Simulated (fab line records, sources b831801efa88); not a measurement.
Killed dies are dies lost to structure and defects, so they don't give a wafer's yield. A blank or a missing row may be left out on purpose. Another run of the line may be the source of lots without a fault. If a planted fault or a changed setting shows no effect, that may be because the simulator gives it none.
Matching of chambers :: flow sky130 :: 4 sister chambers for SKY_FIELD_ISO_CMP_27 on cmp-01
The step polishes, stops on Si3N4, t overpolish 16 s, target thk 457.8 nm. 4 wafers are shown with their chamber, then 9 later ones without.

== EACH WAFER AND ITS CHAMBER ==
wafer: L722.2
chamber: 1
motorCurrentA (A): 13.2

wafer: L725.6
chamber: 3
motorCurrentA (A): 14.5

wafer: L727.1
chamber: 0
motorCurrentA (A): 11.0

wafer: L727.5
chamber: 2
motorCurrentA (A): 11.3

== WAFERS WITHOUT THEIR CHAMBER ==
wafer: L730.4
motorCurrentA (A): 14.0

wafer: L730.5
motorCurrentA (A): 13.5

wafer: L730.6
motorCurrentA (A): 11.4

wafer: L732.3
motorCurrentA (A): 14.3

wafer: L732.5
motorCurrentA (A): 14.4

wafer: L732.6
motorCurrentA (A): 11.4

wafer: L737.3
motorCurrentA (A): 14.3

wafer: L737.4
motorCurrentA (A): 13.8

wafer: L737.5
motorCurrentA (A): 11.8

== EACH ONE'S CHAMBER ==
wafer: L730.4
from the rows above: can't be placed: 3 or 1
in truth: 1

wafer: L730.5
from the rows above: 1
in truth: 1

wafer: L730.6
from the rows above: can't be placed: 2 or 0
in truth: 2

wafer: L732.3
from the rows above: 3
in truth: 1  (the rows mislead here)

wafer: L732.5
from the rows above: 3
in truth: 3

wafer: L732.6
from the rows above: can't be placed: 2 or 0
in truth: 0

wafer: L737.3
from the rows above: 3
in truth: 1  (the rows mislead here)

wafer: L737.4
from the rows above: can't be placed: 1 or 3
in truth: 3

wafer: L737.5
from the rows above: can't be placed: 2 or 0
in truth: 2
2 of 9 placed correctly. Can't be placed from these rows: 5 (the true chamber is among the candidates in 5). Wrongly placed: 2.
How it was worked out, from the rows above alone: a wafer's distance from a chamber is the root of the sum, over the readings, of the square of ((its reading less the chamber's mean) divided by the reading's scatter). The wafer belongs to the nearest chamber; if the next one is less than 2 further off, it can't be placed. The mean given for a chamber averages the wafers shown for that chamber. The scatter: with one shown wafer a chamber, the root of the mean of the squares of how far each hidden wafer lies from its nearest shown one.
